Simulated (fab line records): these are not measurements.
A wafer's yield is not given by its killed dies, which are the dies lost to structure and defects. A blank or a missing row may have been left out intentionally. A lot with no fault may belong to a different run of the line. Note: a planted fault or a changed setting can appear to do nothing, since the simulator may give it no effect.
2 desks looking at one fault | flow gf180mcu | every desk sees just its own numbers, and what lay behind them comes last

== AT THE METROLOGY DESK ==
What the gauges read, lot by lot, whatever tool the lot ran on: means of the sampled wafers that have a number. A lot is out of limits, marked OUT, if its mean lies more than 4 standard deviations from the usual mean; the brackets give that distance.
Columns: A = V4_CVD_00_THK at GF_V4_THK_MEAS_01, usual 603 nm; B = cd nm at GF_V4_CD_MEAS_14, usual 260.0 nm
lot  | first seen here | A             | B
L597 | day 23 08:34    | 612           | 258.6
L599 | day 24 00:23    | 603           | 260.3
L601 | day 24 19:47    | 599           | 259.0
L603 | day 25 13:11    | 591           | 260.1
L605 | day 26 02:23    | 590           | 260.6
L606 | day 26 08:56    | 602           | 259.0
L609 | day 27 11:09    | 602           | 258.3
L610 | day 27 17:12    | 616           | 258.0
L615 | day 29 09:32    | 603           | 258.8
L617 | day 30 04:10    | 909 (+40) OUT | 260.6
L619 | day 30 07:49    | 901 (+39) OUT | 261.4
L620 | day 30 13:18    | 606           | 260.6
Per this desk, out of limits: L617, L619; the first was L617, day 30 04:10 (V4_CVD_00_THK at GF_V4_THK_MEAS_01). Within limits: L597, L599, L601, L603, L605, L606, L609, L610, L615, L620.

== FOR THE TOOL OWNER'S DESK: hdpcvd-01 ==
The tool's own readings at GF_V4_CVD_00 (deposits SiO2, target thk 600 nm, time 100 s): means of the sampled wafers that have a number, for each lot that ran on this tool. A lot is out of limits, marked OUT, if its mean lies more than 4 standard deviations from the usual mean; the brackets give that distance.
Columns: A = sih4 flow sccm at GF_V4_CVD_00, usual 59.98 sccm; B = susceptor temp C at GF_V4_CVD_00, usual 399.91 C
lot  | first seen here | A                       | B
L597 | day 23 08:27    | 59.93                   | 399.97
L599 | day 24 00:19    | 59.83                   | 400.21
L603 | day 25 13:07    | 59.88                   | 400.03
L606 | day 26 08:51    | 59.80                   | 399.78
L610 | day 27 17:08    | 59.77                   | 399.92
L615 | day 29 09:27    | 60.12                   | 399.85
L617 | day 30 04:06    | 90.21 (+99 or more) OUT | 399.93
L619 | day 30 07:44    | 89.96 (+99 or more) OUT | 399.72
This desk's verdict: out of limits on L617, L619, starting with L617 at day 30 04:06 (sih4 flow sccm at GF_V4_CVD_00). Within limits: L597, L599, L603, L606, L610, L615.

== BROUGHT TOGETHER ==
The tool owner's desk had the chance to raise an alarm at day 30 04:06 on L617, L619.
Metrology desk: alarm possible at day 30 04:10 on L617, L619.
GF_V4_CVD_00 was run on hdpcvd-01 by each of the lots named.

== WHAT THE SIMULATOR HAD PUT IN ==
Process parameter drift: hdpcvd-01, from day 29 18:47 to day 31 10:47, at GF_V4_CVD_00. Setting sih4 flow sccm shifted by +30 from 60. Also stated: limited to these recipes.
Lots struck among those shown: L617, L619.
Time in hours from fault onset to the first out-of-limits reading at each desk: tool owner's desk 9, metrology desk 9.
